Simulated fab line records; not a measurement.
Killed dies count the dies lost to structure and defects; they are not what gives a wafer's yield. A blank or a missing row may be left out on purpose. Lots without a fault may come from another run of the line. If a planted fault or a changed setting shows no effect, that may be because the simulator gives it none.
fab line records	flow sky130
record lots=6	wafers=18	lastDay=49
route steps=708 shown METAL1@436 PAD_OPEN@708
lots that met no fault: taken from a fault-free run of the same line
startH: the number of hours between the record's first day and the start of the first shown wafer of the lot	waitH: hours since the lot's step before	" repeats the value in the row above	L1.1+2: several wafers, shown together as one row	- either no value or no given start	* or withheld: withheld	< > ~ a bound
route shown NAME@n: names a module that has steps shown in the file, with the first one's number in the route	usual: the fault-free wafers' mean and standard deviation	same: alike in all rows	chamber/n: place in a boat	sites: readings site by site	_std_site: their standard deviation	_edge_site: the outer-site mean with the inner-site mean subtracted	radiusMm: for every site, how far away it sits from the centre of the wafer	mask NAME#n: copy n	behind: the last tool/chamber to shape the wafer	hold: what put the lot on hold/how long, in hours/how the hold closed	device: whichever transistor did not switch (one of n, p or np)	end of line: the tests these same wafers got at the end of their route	where a step has no rows: the recipe by itself	killed: dies that structure and defects cost at the first sort, which is not the same as the wafer's yield	map: shows each die of a wafer: x if killed, . if not, _ if none is there
set.NAME: the run value of the setting; set.NAME@STEP: its run value at that earlier step	model.NAME: the simulator's own value behind a step, which no gauge read
lots at selected steps of the route; one table per step, one row per wafer
## steps
# step SKY_METAL1_SPUTTER_02
# recipe material=AlCu	targetThkNm=250	powerW=10600	timeS=13.3	chamberPressurePa=0.3847
# usual throttleValvePct=29.9/0.97
lot.wafer	tool	chamber	startH	waitH	throttleValvePct
L362.2	pvdSputter-03	-	742.06	0.0	29.7
L362.4	"	-	"	"	29.2
L362.5	"	-	"	"	29.6
L365.2	pvdSputter-01	-	760.73	0.0	30.4
L365.3	"	-	"	"	29.0
L365.6	"	-	"	"	31.2
L375.2	pvdSputter-01	-	844.10	0.0	28.5
L375.3	"	-	"	"	28.8
L375.4	"	-	"	"	30.6
L377.2	pvdSputter-01	-	853.50	0.0	31.0
L377.3	"	-	"	"	28.9
L377.6	"	-	"	"	31.2
L381.3	pvdSputter-01	-	892.68	0.0	28.3
L381.4	"	-	"	"	29.0
L381.5	"	-	"	"	28.3
L383.1	pvdSputter-03	-	895.82	0.0	31.0
L383.2	"	-	"	"	29.2
L383.4	"	-	"	"	29.7
# step SKY_METAL1_SPUTTER_03
# recipe material=Ti	targetThkNm=5	powerW=3000	timeS=3.3	chamberPressurePa=0.4
# usual throttleValvePct=29.9/0.96
lot.wafer	tool	chamber	startH	waitH	throttleValvePct
L362.2	pvdSputter-03	-	742.08	0.0	29.7
L362.4	"	-	"	"	29.2
L362.5	"	-	"	"	29.5
L365.2	pvdSputter-01	-	760.75	0.0	30.6
L365.3	"	-	"	"	29.0
L365.6	"	-	"	"	30.9
L375.2	pvdSputter-01	-	844.13	0.0	28.4
L375.3	"	-	"	"	28.8
L375.4	"	-	"	"	30.5
L377.2	pvdSputter-01	-	853.53	0.0	31.1
L377.3	"	-	"	"	29.4
L377.6	"	-	"	"	31.1
L381.3	pvdSputter-01	-	892.71	0.0	28.9
L381.4	"	-	"	"	29.1
L381.5	"	-	"	"	28.7
L383.1	pvdSputter-03	-	895.84	0.0	30.8
L383.2	"	-	"	"	29.0
L383.4	"	-	"	"	29.8
# step SKY_METAL1_SPUTTER_04
# recipe material=TiN	targetThkNm=70	powerW=6500	timeS=58.3	chamberPressurePa=0.4
# usual throttleValvePct=29.9/0.98
lot.wafer	tool	chamber	startH	waitH	throttleValvePct
L362.2	pvdSputter-03	-	742.10	0.0	29.2
L362.4	"	-	"	"	29.3
L362.5	"	-	"	"	29.6
L365.2	pvdSputter-01	-	760.77	0.0	30.6
L365.3	"	-	"	"	29.1
L365.6	"	-	"	"	31.1
L375.2	pvdSputter-01	-	844.14	0.0	28.6
L375.3	"	-	"	"	29.1
L375.4	"	-	"	"	30.2
L377.2	pvdSputter-01	-	853.54	0.0	31.3
L377.3	"	-	"	"	29.0
L377.6	"	-	"	"	31.2
L381.3	pvdSputter-01	-	892.72	0.0	28.7
L381.4	"	-	"	"	29.2
L381.5	"	-	"	"	28.3
L383.1	pvdSputter-03	-	895.86	0.0	31.0
L383.2	"	-	"	"	29.2
L383.4	"	-	"	"	29.4
# step SKY_METAL1_RS_MEAS_05
# recipe thkMeasGauge=four-point-probe	reads=TiN_of_METAL1_SPUTTER_04+Ti_of_METAL1_SPUTTER_03+AlCu_of_METAL1_SPUTTER_02+TiN_of_METAL1_SPUTTER_01+Ti_of_METAL1_SPUTTER_00
# usual METAL1_ALCU_RS=0.1252/0.0011
lot.wafer	tool	chamber	startH	waitH	METAL1_ALCU_RS[ohm/sq]
L362.2	filmMetro-02	-	742.17	0.0	0.1242
L362.4	"	-	"	"	0.1241
L362.5	"	-	"	"	0.1247
L365.2	filmMetro-02	-	760.84	0.0	0.1262
L365.3	"	-	"	"	0.1268
L365.6	"	-	"	"	0.1266
L375.2	filmMetro-04	-	844.21	0.0	0.1250
L375.3	"	-	"	"	0.1263
L375.4	"	-	"	"	0.1248
L377.2	filmMetro-02	-	853.61	0.0	0.1253
L377.3	"	-	"	"	0.1247
L377.6	"	-	"	"	0.1252
L381.3	filmMetro-04	-	892.81	0.1	0.1253
L381.4	"	-	"	"	0.1280
L381.5	"	-	"	"	0.1257
L383.1	filmMetro-03	-	895.91	0.0	0.1245
L383.2	"	-	"	"	0.1249
L383.4	"	-	"	"	0.1239
# step SKY_METAL1_THK_MEAS_06
# recipe thkMeasGauge=xrf	reads=AlCu_of_METAL1_SPUTTER_02
# usual METAL1_ALCU_THK=250.2/2.6
lot.wafer	tool	chamber	startH	waitH	METAL1_ALCU_THK[nm]
L362.2	filmMetro-02	-	742.28	0.1	251.7
L362.4	"	-	"	"	251.2
L362.5	"	-	"	"	250.5
L365.2	filmMetro-02	-	760.95	0.1	247.9
L365.3	"	-	"	"	246.0
L365.6	"	-	"	"	245.5
L375.2	filmMetro-04	-	844.32	0.1	252.5
L375.3	"	-	"	"	247.8
L375.4	"	-	"	"	251.5
L377.2	filmMetro-02	-	853.72	0.1	250.0
L377.3	"	-	"	"	251.3
L377.6	"	-	"	"	250.0
L381.3	filmMetro-04	-	892.91	0.1	249.8
L381.4	"	-	"	"	244.4
L381.5	"	-	"	"	248.5
L383.1	filmMetro-03	-	896.03	0.1	253.4
L383.2	"	-	"	"	251.9
L383.4	"	-	"	"	251.8
# step SKY_METAL1_DEHYDRATE_07
# recipe tempC=200	timeS=60
# step SKY_METAL1_HMDS_08
# recipe primeTimeS=60	primeTempC=120
# step SKY_METAL1_COAT_09
# recipe resist=BARC	tempC=withheld	timeS=withheld	spinRpm=3000	resistThkNm=60
# step SKY_METAL1_COAT_10
# recipe resist=KrF-thick	spinRpm=3000	resistThkNm=450
# step SKY_METAL1_SOFTBAKE_11
# recipe tempC=100	timeS=90	resist=KrF-thick
# step SKY_METAL1_EXPOSE_12
# recipe maskId=MM1	na=0.8	sourceShape=annular	sigmaInner=0.55	sigmaOuter=0.85	targetCdNm=140	doseMj=28
# step SKY_METAL1_PEB_13
# recipe pebTempC=withheld	pebTimeS=withheld	resist=KrF-thick
# step SKY_METAL1_DEVELOP_14
# recipe developTimeS=60	resist=KrF-thick	devTempC=21
# usual developerTempC=20.98/0.097
lot.wafer	tool	chamber	startH	waitH	developerTempC
L362.2	lithoTrack-02	0	769	-	20.95
L362.4	"	0	"	"	20.95
L362.5	"	0	"	"	20.89
L365.2	lithoTrack-04	0	787	-	21.14
L365.3	"	0	"	"	20.98
L365.6	"	0	"	"	21.15
L375.2	lithoTrack-04	0	869	-	20.39
L375.3	"	0	"	"	20.44
L375.4	"	0	"	"	20.27
L377.2	lithoTrack-04	0	879	-	20.31
L377.3	"	0	"	"	20.18
L377.6	"	0	"	"	20.22
L381.3	lithoTrack-02	0	917	-	20.91
L381.4	"	0	"	"	21.06
L381.5	"	0	"	"	21.02
L383.1	lithoTrack-01	0	921	-	20.90
L383.2	"	0	"	"	21.04
L383.4	"	0	"	"	20.74
# step SKY_METAL1_CD_MEAS_15
# recipe targetCdNm=140
# usual cdNm=139.8/1.7
lot.wafer	tool	chamber	startH	waitH	cdNm
L362.2	cdSem-02	-	769.61	-	137.5
L362.4	"	-	"	"	139.1
L362.5	"	-	"	"	139.5
L365.2	cdSem-01	-	787.98	-	142.0
L365.3	"	-	"	"	141.6
L365.6	"	-	"	"	142.4
L375.2	cdSem-02	-	869.78	-	141.1
L375.3	"	-	"	"	141.5
L375.4	"	-	"	"	141.5
L377.2	cdSem-01	-	879.53	-	140.1
L377.3	"	-	"	"	140.5
L377.6	"	-	"	"	140.9
L381.3	cdSem-01	-	917.48	-	137.7
L381.4	"	-	"	"	137.7
L381.5	"	-	"	"	138.3
L383.1	cdSem-01	-	921.32	-	139.5
L383.2	"	-	"	"	139.9
L383.4	"	-	"	"	141.1
# step SKY_PAD_OPEN_PROBE_99
# usual defectLimitedYield=82.4/2.2	killed_at_M0_to_M3=44/6.8	killed_at_M4_up=3.1/1.9	killedAtContacts=25/5.9	killedAtFrontEnd=15/4.3	killedDies=87/11	killedOpen=47/7.9	killedShort=39/6.4	sort_bin_3_pad_short=0.9/0.44	sort_bin_5_function=10.3/1.5	sort_bin_6_memory=6.4/1.4	sortNPass=405/11	sortYieldPct=82.4/2.2
# same grossDies=492	killedAtBackSide=0	killedAtOther=0	sort_bin_4_leakage[%]=0	sort_bin_8_speed[%]=0
lot.wafer	tool	chamber	startH	waitH	defectLimitedYield[%]	killed_at_M0_to_M3	killed_at_M4_up	killedAtContacts	killedAtFrontEnd	killedDies	killedOpen	killedShort	sort_bin_3_pad_short[%]	sort_bin_5_function[%]	sort_bin_6_memory[%]	sortNPass	sortYieldPct[%]
L362.2	prober-02	-	1081.38	0.1	82.5	45	2	23	16	86	49	37	0.4	11.2	5.9	406	82.5
L362.4	prober-02	-	1081.48	0.2	80.5	50	3	23	20	96	57	39	1.0	12.2	6.3	396	80.5
L362.5	prober-02	-	1081.53	0.2	80.1	49	0	26	23	98	55	43	1.0	10.8	8.1	394	80.1
L365.2	prober-02	-	1096.70	0.1	81.3	45	6	25	16	92	49	43	0.8	10.2	7.7	400	81.3
L365.3	prober-02	-	1096.75	0.2	81.1	56	2	19	16	93	46	47	1.4	10.8	6.7	399	81.1
L365.6	prober-02	-	1096.90	0.2	81.5	52	1	21	17	91	51	40	0.2	11.4	6.9	401	81.5
L375.2	prober-02	-	1160.20	0.1	81.1	38	5	36	14	93	54	39	0.6	10.4	7.9	399	81.1
L375.3	prober-02	-	1160.25	0.2	80.3	42	0	32	23	97	52	45	0	12.4	7.3	395	80.3
L375.4	prober-02	-	1160.30	0.2	77.8	53	1	45	10	109	72	37	0.4	13.2	8.5	383	77.8
L377.2	prober-02	-	1161.81	0.1	80.7	49	5	26	15	95	55	40	1.2	10.2	7.9	397	80.7
L377.3	prober-02	-	1161.86	0.2	82.3	44	3	27	13	87	50	37	0.8	11.4	5.5	405	82.3
L377.6	prober-02	-	1162.01	0.2	82.9	40	5	29	10	84	46	38	0.8	10.6	5.7	408	82.9
L381.3	prober-01	-	1186.37	0.2	84.1	32	1	24	21	78	39	39	0.6	9.6	5.7	414	84.1
L381.4	prober-01	-	1186.42	0.2	83.5	45	4	23	9	81	41	40	0.8	9.3	6.3	411	83.5
L381.5	prober-01	-	1186.47	0.2	84.1	47	4	17	10	78	52	26	0	9.3	6.5	414	84.1
L383.1	prober-02	-	1187.77	0.1	80.5	49	6	17	24	96	49	47	1.0	11.8	6.7	396	80.5
L383.2	prober-02	-	1187.82	0.1	82.1	46	6	25	11	88	51	37	1.0	9.6	7.3	404	82.1
L383.4	prober-02	-	1187.92	0.2	78.5	48	1	38	19	106	67	39	1.4	11.2	8.9	386	78.5
# killed by level:class
L362.2 VIA1:geometricParticle:open=12 CONTACT:geometricParticle:open=9 LI_CONTACT:geometricParticle:open=7 METAL2:geometricParticle:short=7 VIA2:geometricParticle:open=6 FIELD_ISO:geometricParticle:short=5 FIELD_ISO:geometricParticle:open=5 METAL3:geometricParticle:short=5
L362.4 VIA1:geometricParticle:open=12 VIA2:geometricParticle:open=11 CONTACT:geometricParticle:open=8 FIELD_ISO:geometricParticle:open=5 CONTACT:geometricParticle:short=5 VIA3:geometricParticle:open=5 POLY_GATE:geometricParticle:short=4 LI_CONTACT:geometricParticle:open=4
L362.5 VIA1:geometricParticle:open=18 LI_CONTACT:geometricParticle:open=11 METAL1:geometricParticle:short=8 POLY_GATE:geometricParticle:short=6 VIA2:geometricParticle:open=5 CONTACT:geometricParticle:short=5 METAL2:geometricParticle:short=5 FIELD_ISO:geometricParticle:open=4
L365.2 VIA1:geometricParticle:open=18 CONTACT:geometricParticle:open=9 POLY_GATE:geometricParticle:short=8 LI_CONTACT:geometricParticle:open=6 LI_CONTACT:geometricParticle:short=5 VIA3:geometricParticle:open=5 METAL4:geometricParticle:short=5 VIA2:geometricParticle:short=4
L365.3 VIA1:geometricParticle:open=11 CONTACT:geometricParticle:short=9 VIA2:geometricParticle:open=9 METAL1:geometricParticle:short=8 VIA3:geometricParticle:short=7 VIA1:geometricParticle:short=7 FIELD_ISO:geometricParticle:short=5 LI_CONTACT:geometricParticle:open=5
L365.6 VIA1:geometricParticle:open=15 CONTACT:geometricParticle:open=10 VIA3:geometricParticle:open=8 METAL1:geometricParticle:short=7 VIA2:geometricParticle:open=7 VIA1:geometricParticle:short=6 POLY_GATE:geometricParticle:short=5 FIELD_ISO:geometricParticle:short=4
L375.2 CONTACT:geometricParticle:short=9 CONTACT:geometricParticle:open=9 VIA2:geometricParticle:open=9 LI_CONTACT:geometricParticle:open=8 VIA1:geometricParticle:open=7 LI_CONTACT:geometricParticle:short=5 VIA3:geometricParticle:open=5 FIELD_ISO:geometricParticle:open=4
L375.3 CONTACT:geometricParticle:open=9 VIA1:geometricParticle:open=9 METAL2:geometricParticle:short=7 LI_CONTACT:geometricParticle:open=6 CONTACT:geometricParticle:short=6 FIELD_ISO:geometricParticle:short=5 VIA3:geometricParticle:open=5 FIELD_ISO:geometricParticle:open=4
L375.4 CONTACT:geometricParticle:open=20 VIA2:geometricParticle:open=16 CONTACT:geometricParticle:short=12 VIA1:geometricParticle:open=10 LI_CONTACT:geometricParticle:open=9 METAL2:geometricParticle:short=7 VIA3:geometricParticle:open=6 FIELD_ISO:geometricParticle:open=4
L377.2 VIA1:geometricParticle:open=14 LI_CONTACT:geometricParticle:open=10 VIA3:geometricParticle:open=8 CONTACT:geometricParticle:open=7 VIA3:geometricParticle:short=7 FIELD_ISO:geometricParticle:open=5 VIA1:geometricParticle:short=5 METAL4:geometricParticle:short=5
L377.3 VIA1:geometricParticle:open=11 VIA1:geometricParticle:short=10 LI_CONTACT:geometricParticle:open=7 CONTACT:geometricParticle:open=7 FIELD_ISO:geometricParticle:open=6 VIA2:geometricParticle:open=6 METAL1:geometricParticle:short=5 CONTACT:geometricParticle:short=4
L377.6 CONTACT:geometricParticle:open=10 VIA1:geometricParticle:open=10 LI_CONTACT:geometricParticle:open=9 METAL2:geometricParticle:short=7 LOCAL_INTERCONNECT:geometricParticle:short=5 CONTACT:geometricParticle:short=4 METAL1:geometricParticle:short=4 VIA3:geometricParticle:short=4
L381.3 CONTACT:geometricParticle:open=10 LI_CONTACT:geometricParticle:open=6 VIA1:geometricParticle:open=6 POLY_GATE:geometricParticle:open=5 POLY_GATE:geometricParticle:short=5 METAL2:geometricParticle:short=5 VIA1:geometricParticle:short=5 VIA2:geometricParticle:short=5
L381.4 CONTACT:geometricParticle:open=12 VIA3:geometricParticle:open=7 METAL2:geometricParticle:short=6 METAL1:geometricParticle:short=6 VIA2:geometricParticle:open=6 VIA1:geometricParticle:short=6 CONTACT:geometricParticle:short=5 VIA1:geometricParticle:open=5
L381.5 VIA1:geometricParticle:open=13 CONTACT:geometricParticle:open=10 VIA2:geometricParticle:open=9 VIA3:geometricParticle:open=8 METAL2:geometricParticle:short=4 FIELD_ISO:geometricParticle:open=3 LOCAL_INTERCONNECT:geometricParticle:short=3 VIA1:geometricParticle:short=3
L383.1 METAL2:geometricParticle:short=13 VIA1:geometricParticle:open=11 FIELD_ISO:geometricParticle:short=9 CONTACT:geometricParticle:open=8 VIA2:geometricParticle:open=6 VIA3:geometricParticle:open=6 METAL4:geometricParticle:short=6 CONTACT:geometricParticle:short=4
L383.2 VIA1:geometricParticle:open=15 CONTACT:geometricParticle:open=13 METAL2:geometricParticle:short=8 LI_CONTACT:geometricParticle:open=6 VIA2:geometricParticle:open=6 METAL1:geometricParticle:short=5 POLY_GATE:geometricParticle:short=4 METAL4:geometricParticle:short=4
L383.4 CONTACT:geometricParticle:open=17 VIA1:geometricParticle:open=14 FIELD_ISO:geometricParticle:open=9 VIA1:geometricParticle:short=8 METAL2:geometricParticle:short=8 LI_CONTACT:geometricParticle:open=7 CONTACT:geometricParticle:short=6 VIA3:geometricParticle:open=5
## key
firstSign step=SKY_METAL1_DEVELOP_14	reading=developerTempC	direction=down	sigmas=7	usual=*	struck=*
effect none on later readings
metAt SKY_METAL1_DEVELOP_14
struckWafers L375.2,L375.3,L375.4,L377.2,L377.3,L377.6
onsetBetween 787 869
fault kind=processParameterDrift	tool=lithoTrack-04	chamber=-	onsetH=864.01	steps=SKY_METAL1_DEVELOP_14	channel=devTempC	offset=*	shape=step	endH=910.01	actsIn=*	stated=*
